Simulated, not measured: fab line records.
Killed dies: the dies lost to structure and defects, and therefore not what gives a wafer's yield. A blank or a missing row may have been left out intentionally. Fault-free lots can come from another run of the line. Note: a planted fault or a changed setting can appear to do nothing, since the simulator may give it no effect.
A struck lot beside a sound one    flow sky130    31 steps out of a route of 708
Sound: these wafers, L709.1, L709.4, L709.6. Wafers L724.3, L724.4, L724.5 were the ones struck. At the end, the cause is stated.
For every step that has rows: the tool of each side, followed by ch and its chambers, followed by its first start. Under that, the readings that differ: sound wafers    struck wafers    difference of the means    sigmas: that difference in standard deviations of wafers without a fault.
alike: readings with means less than 2 such deviations apart, plus words and numbers identical on both sides. not compared: withheld readings, readings lacking a value on some wafer, bounds such as >300 that could conceal the same value, and numbers that have no deviation in the record and whose values overlap.
A row with sigmas, a row that says differs or no value, or rows on one side alone: a step with any of these is where the two part. Non-overlapping numbers with no deviation appear without sigmas and do not part them. A reading missing from all wafers of one side parts the sides only when that side holds two or more wafers.

SKY_LI_CONTACT_OVL_MEAS_13:
  sound: overlay-02 at day 29 04:08; struck: overlay-02 at day 34 15:04
reading              sound   struck       difference  sigmas
LI_CONTACT_OVL (nm)  -1 5 3  -15 -17 -14  -18         -3
then, 2 steps without rows for these wafers: SKY_LI_CONTACT_ETCH_14 (etches BARC in N2/H2, stops on SiO2, time 45.9 s, target depth 60 nm); SKY_LI_CONTACT_ETCH_15 (etches PSG in C4F8/O2/Ar, stops on Si, target depth 600 nm).
SKY_LI_CONTACT_STRIP_16: strips in O2/N2.
  sound on plasmaAsher-03 ch 0,1, day 29 04:18; struck on plasmaAsher-03 ch 0,1, day 34 15:15
  alike: drypumpMotorCurrentA, oesProductAu, stripTimeToEndpointS
  not compared: rfHoursCounterH
then, 3 steps without rows for these wafers: SKY_LI_CONTACT_CLEAN_17 (cleans in NMP, time 600 s); SKY_LI_CONTACT_PRE_CLEAN_18 (time 5.6 s); SKY_LI_CONTACT_SPUTTER_19 (material Ti, target thk 20 nm, time 106.37 s).
SKY_LI_CONTACT_SPUTTER_20: material TiN, target thk 20 nm, time 80 s.
  sound: pvdSputter-01 at day 29 04:41; struck: pvdSputter-01 at day 34 15:36
  alike: cathodeDcPowerW, throttleValvePct
then, 1 step without rows for these wafers: SKY_LI_CONTACT_CVD_21 (deposits W, target thk 400 nm, time 120.56 s).
SKY_LI_CONTACT_RS_MEAS_22: uses a four-point probe to measure.
  sound: filmMetro-02 at day 29 04:52; struck: filmMetro-02 at day 34 15:50
  alike: LI_CONTACT_W_RS
SKY_LI_CONTACT_THK_MEAS_23: measures by xrf.
  sound: filmMetro-02 at day 29 04:59; struck: filmMetro-02 at day 34 15:56
  alike: LI_CONTACT_W_THK
SKY_LI_CONTACT_CMP_24: polishes, stops on PSG, t overpolish 20 s, target thk 0 nm.
  sound on cmp-02 ch 1,3, day 29 05:06; struck on cmp-01 ch 1,2, day 34 15:58
  alike: motorCurrentA, overpolishRunS, timeToEndpointS
SKY_LOCAL_INTERCONNECT_SPUTTER_00: material TiN, target thk 100 nm, time 83.3 s.
  sound: pvdSputter-04 at day 29 05:21; struck: pvdSputter-04 at day 34 16:16
reading                                                sound                 struck                difference  sigmas
cathodeDcPowerW (W)                                    6499.7 6500.4 6500.6  7016.9 7016.1 7017.6  +516.6      +99 or more
model.TiN_of_LOCAL_INTERCONNECT_SPUTTER_00.thkNm (nm)  100.2 98.96 100.2     104.6 105.9 105.4     +5.5        
  alike: throttleValvePct
SKY_LOCAL_INTERCONNECT_RS_MEAS_01: uses a four-point probe to measure.
  sound: filmMetro-03 at day 29 05:25; struck: filmMetro-04 at day 34 16:22
reading                             sound              struck             difference  sigmas
LOCAL_INTERCONNECT_TIN_RS (ohm/sq)  14.08 14.28 14.08  13.45 13.27 13.36  -0.79       -3
SKY_LOCAL_INTERCONNECT_THK_MEAS_02: measures by xrf.
  sound: filmMetro-03 at day 29 05:32; struck: filmMetro-04 at day 34 16:28
reading                          sound           struck             difference  sigmas
LOCAL_INTERCONNECT_TIN_THK (nm)  99.1 97.4 98.9  102.8 104.1 103.7  +5.1        +3
then, 8 steps without rows for these wafers: SKY_LOCAL_INTERCONNECT_DEHYDRATE_03 (time 60 s); SKY_LOCAL_INTERCONNECT_HMDS_04 (prime time 60 s); SKY_LOCAL_INTERCONNECT_COAT_05 (resist thk 60 nm); SKY_LOCAL_INTERCONNECT_COAT_06 (resist thk 450 nm); SKY_LOCAL_INTERCONNECT_SOFTBAKE_07 (time 90 s); SKY_LOCAL_INTERCONNECT_EXPOSE_08 (exposes mask LI1M, target cd 170 nm); SKY_LOCAL_INTERCONNECT_PEB_09; SKY_LOCAL_INTERCONNECT_DEVELOP_10 (develop time 60 s).
SKY_LOCAL_INTERCONNECT_CD_MEAS_11: the cd target is 170 nm.
  sound: cdSem-01 at day 30 08:44; struck: cdSem-01 at day 35 19:01
  alike: cdNm
SKY_LOCAL_INTERCONNECT_OVL_MEAS_12:
  sound: overlay-01 at day 30 08:52; struck: overlay-02 at day 35 19:07
  alike: LOCAL_INTERCONNECT_OVL
SKY_LOCAL_INTERCONNECT_ETCH_13: etches BARC in N2/H2, stops on SiO2, time 45.9 s, target depth 60 nm.
  sound on rieMetal-03 ch 0, day 30 08:54; struck on rieMetal-03 ch 0,1, day 35 19:10
  alike: drypumpMotorCurrentA, oesProductAu, rfFwdPowerW, throttleValvePct
  not compared: rfHoursCounterH
SKY_LOCAL_INTERCONNECT_METAL_ETCH_14: etches TiN in Cl2/BCl3, stops on PSG, target depth 110 nm, time 31.4 s.
  sound on rieMetal-03 ch 0, day 30 09:01; struck on rieMetal-03 ch 0,1, day 35 19:13
reading              sound              struck             difference  sigmas
oesProductAu (a.u.)  0.945 0.936 0.946  0.966 0.975 0.965  +0.026      +3
  alike: drypumpMotorCurrentA, rfFwdPowerW, throttleValvePct
  not compared: rfHoursCounterH
SKY_LOCAL_INTERCONNECT_STRIP_15: strips in O2/N2.
  sound on plasmaAsher-04 ch 0,1, day 30 09:08; struck on plasmaAsher-01 ch 0,1, day 35 19:17
reading                   sound        struck       difference  sigmas
drypumpMotorCurrentA (A)  4.9 5.4 4.9  6.0 5.5 6.0  +0.8        +2
  alike: oesProductAu, stripTimeToEndpointS
  not compared: rfHoursCounterH
SKY_LOCAL_INTERCONNECT_STRIP_16: strips in post etch residue remover, time 1200 s.
  sound on wetBench-02 ch 2, day 30 09:14; struck on wetBench-02 ch 3, day 35 19:21
reading                                                sound              struck           difference  sigmas
model.TiN_of_LOCAL_INTERCONNECT_SPUTTER_00.thkNm (nm)  99.76 98.55 99.78  104.2 105.5 105  +5.5        
  alike: tempC
then, 1 step without rows for these wafers: SKY_LOCAL_INTERCONNECT_CLEAN_17 (cleans in IPA, time 180 s).
-- here the record skips 14 days between the struck wafers' starts before and after, leaving off in module LOCAL_INTERCONNECT and picking up in module PAD_OPEN (first step shown: number 708 of the route) --
SKY_PAD_OPEN_PROBE_99:
  sound: prober-01 at day 45 20:07; struck: prober-02 at day 49 14:15
reading                      sound              struck             difference  sigmas
model.etest.resLi.lineOhmUm  76.35 75.55 74.72  73.22 71.73 71.31  -3.45       
model.etest.resLi.rsOhmSq    12.79 12.95 12.82  12.24 12.11 12.09  -0.71       

## WHERE THEY PART
Last at SKY_LOCAL_INTERCONNECT_STRIP_15 as far as this record goes, first at SKY_LI_CONTACT_OVL_MEAS_13. Later steps at which nothing parts them and some readings are alike: SKY_LOCAL_INTERCONNECT_STRIP_16.

WHY: what the simulator had put in
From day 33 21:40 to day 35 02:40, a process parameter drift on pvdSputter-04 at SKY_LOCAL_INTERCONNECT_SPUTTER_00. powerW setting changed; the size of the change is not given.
